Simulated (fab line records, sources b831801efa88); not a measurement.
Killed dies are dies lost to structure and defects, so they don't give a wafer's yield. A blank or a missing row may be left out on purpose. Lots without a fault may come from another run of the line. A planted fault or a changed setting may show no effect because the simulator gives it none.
Chamber matching | flow sky130 | SKY_VIA4_HDPCVD_00 on hdpcvd-01: 3 sister chambers
The step deposits SiO2, target thk 1750 nm, time 291.7 s. 3 wafers are shown with their chamber, then 8 later ones without.

WAFERS WITH THEIR CHAMBER
wafer  | chamber | run_length_s (s)
L170.4 | 1       | 319.9
L170.6 | 2       | 319.7
L173.1 | 0       | 319.6

WAFERS WITHOUT THEIR CHAMBER
wafer  | run_length_s (s)
L173.3 | 319.5
L173.5 | 319.9
L177.2 | 320.0
L177.3 | 320.2
L177.4 | 320.6
L178.2 | 320.1
L178.5 | 320.2
L178.6 | 319.9

WHICH CHAMBER EACH WENT THROUGH
wafer  | from the rows above          | in truth
L173.3 | can't be placed: 0 or 2 or 1 | 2
L173.5 | can't be placed: 1 or 2 or 0 | 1
L177.2 | can't be placed: 1 or 2 or 0 | 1
L177.3 | can't be placed: 1 or 2 or 0 | 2
L177.4 | can't be placed: 1 or 2 or 0 | 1
L178.2 | can't be placed: 1 or 2 or 0 | 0
L178.5 | can't be placed: 1 or 2 or 0 | 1
L178.6 | can't be placed: 1 or 2 or 0 | 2
Placed correctly: 0 of 8. Can't be placed from these rows: 8 (the true chamber is among the candidates in 8). Placed wrongly: 0.
How it was worked out, from the rows above alone: a wafer's distance from a chamber is the root of the sum, over the readings, of the square of ((its reading less the chamber's mean) divided by the reading's scatter). The wafer belongs to the nearest chamber; if the next one is less than 2 further off, it can't be placed. A chamber's mean is the mean of its shown wafers. The scatter: with one shown wafer a chamber, the root of the mean of the squares of how far each hidden wafer lies from its nearest shown one.
